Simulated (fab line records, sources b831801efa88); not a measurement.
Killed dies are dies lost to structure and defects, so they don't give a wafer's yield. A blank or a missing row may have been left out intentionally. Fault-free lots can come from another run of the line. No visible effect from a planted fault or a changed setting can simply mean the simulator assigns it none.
Which tool is to blame? | flow sky130 | Sampling: 13 lots, 39 wafers, 2 of 708 route steps

== WHAT EACH GAUGE READ, for each wafer ==
SKY_VT_ADJUST_HVTP_OVL_MEAS_08.
lot  | measured     | on         | VT_ADJUST_HVTP_OVL (nm)
L681 | day 6 04:12  | overlay-02 | -0.6 -0.1 0.8
L682 | day 6 10:50  | overlay-02 | 1.6 1.2 1.6
L683 | day 6 15:49  | overlay-02 | -1.1 0.0 -0.4
L684 | day 6 22:48  | overlay-02 | -0.4 -0.8 -0.8
L687 | day 7 16:32  | overlay-01 | -0.3 -1.2 0.3
L690 | day 8 14:27  | overlay-01 | 0.1 -0.8 -0.2
L694 | day 9 13:35  | overlay-01 | -2.4 -0.9 -0.2
L695 | day 9 17:29  | overlay-01 | 1.4 0.2 0.3
L696 | day 9 23:17  | overlay-01 | 1.3 0.9 0.6
L699 | day 11 00:25 | overlay-01 | -1.2 1.2 -0.5
L700 | day 11 04:37 | overlay-01 | -4.0 -3.3 -2.7
L701 | day 11 08:29 | overlay-01 | 0.1 1.9 1.8
L703 | day 11 19:17 | overlay-02 | -0.7 1.2 -0.5

== WHICH TOOL RAN EACH LOT (tool, then ch and the chambers of the sampled wafers, then the start) ==
lot  | SKY_FIELD_ISO_STRIP_16
L681 | plasma-asher-01 ch 0,1, day 2 08:00
L682 | plasma-asher-01 ch 0,1, day 2 13:30
L683 | plasma-asher-01 ch 0,1, day 2 16:27
L684 | plasma-asher-02 ch 0,1, day 2 22:48
L687 | plasma-asher-01 ch 0,1, day 3 12:17
L690 | plasma-asher-02 ch 0,1, day 4 06:08
L694 | plasma-asher-04 ch 0,1, day 5 00:29
L695 | plasma-asher-01 ch 0,1, day 5 05:32
L696 | plasma-asher-01 ch 0,1, day 5 10:57
L699 | plasma-asher-04 ch 0,1, day 6 06:39
L700 | plasma-asher-02 ch 0,1, day 6 12:05
L701 | plasma-asher-01 ch 0,1, day 6 15:11
L703 | plasma-asher-04 ch 0,1, day 6 23:21
- SKY_FIELD_ISO_STRIP_16: strips in O2/N2.

== AS READ BY THE TOOLS THEMSELVES (means over the sampled wafers that have a number; for cases with no such wafer, the mark the record gives instead) ==
SKY_FIELD_ISO_STRIP_16.
lot  | tool            | drypump-motor-current-A (A) | oes-product-au (a.u.) | strip-time-to-endpoint-s (s)
L681 | plasma-asher-01 | 6.1                         | 0.379                 | 3.48
L682 | plasma-asher-01 | 6.1                         | 0.378                 | 3.55
L683 | plasma-asher-01 | 6.1                         | 0.374                 | 3.50
L684 | plasma-asher-02 | 4.9                         | 0.377                 | 3.54
L687 | plasma-asher-01 | 6.1                         | 0.379                 | 3.54
L690 | plasma-asher-02 | 4.9                         | 0.378                 | 3.50
L694 | plasma-asher-04 | 5.3                         | 0.379                 | 3.55
L695 | plasma-asher-01 | 6.1                         | 0.373                 | 3.49
L696 | plasma-asher-01 | 6.1                         | 0.380                 | 3.55
L699 | plasma-asher-04 | 5.2                         | 0.375                 | 3.49
L700 | plasma-asher-02 | 4.9                         | 0.374                 | 3.50
L701 | plasma-asher-01 | 6.1                         | 0.377                 | 3.50
L703 | plasma-asher-04 | 5.3                         | 0.373                 | 3.50

== THE ANSWER, worked out from the rows above alone ==
Rule: the usual values come from the lots themselves. Put in order of their means at a reading, lots are off if they are a third of the lots or fewer, leave a main group of 4 or more, and stand apart from it by a gap of 3 or more times the standard deviation of the main group's means; of several such gaps the widest counts. A main group whose means are all the same, to the digits that the tables above print for the reading, isn't used. A lot without any number at a reading at which 4 lots or more have one is off too. The other lots that the step has rows for count as sound. Order of review: gauges by route order, followed by the tools' own readings, for which a lot's mean as printed above is used. The first step at which some lot is off is used, and at that step the reading that is off furthest; a lot without a number counts as furthest.
No lot is off on any of the readings shown, so nothing can be concluded from this.

== WHAT THE SIMULATOR HAD INSERTED ==
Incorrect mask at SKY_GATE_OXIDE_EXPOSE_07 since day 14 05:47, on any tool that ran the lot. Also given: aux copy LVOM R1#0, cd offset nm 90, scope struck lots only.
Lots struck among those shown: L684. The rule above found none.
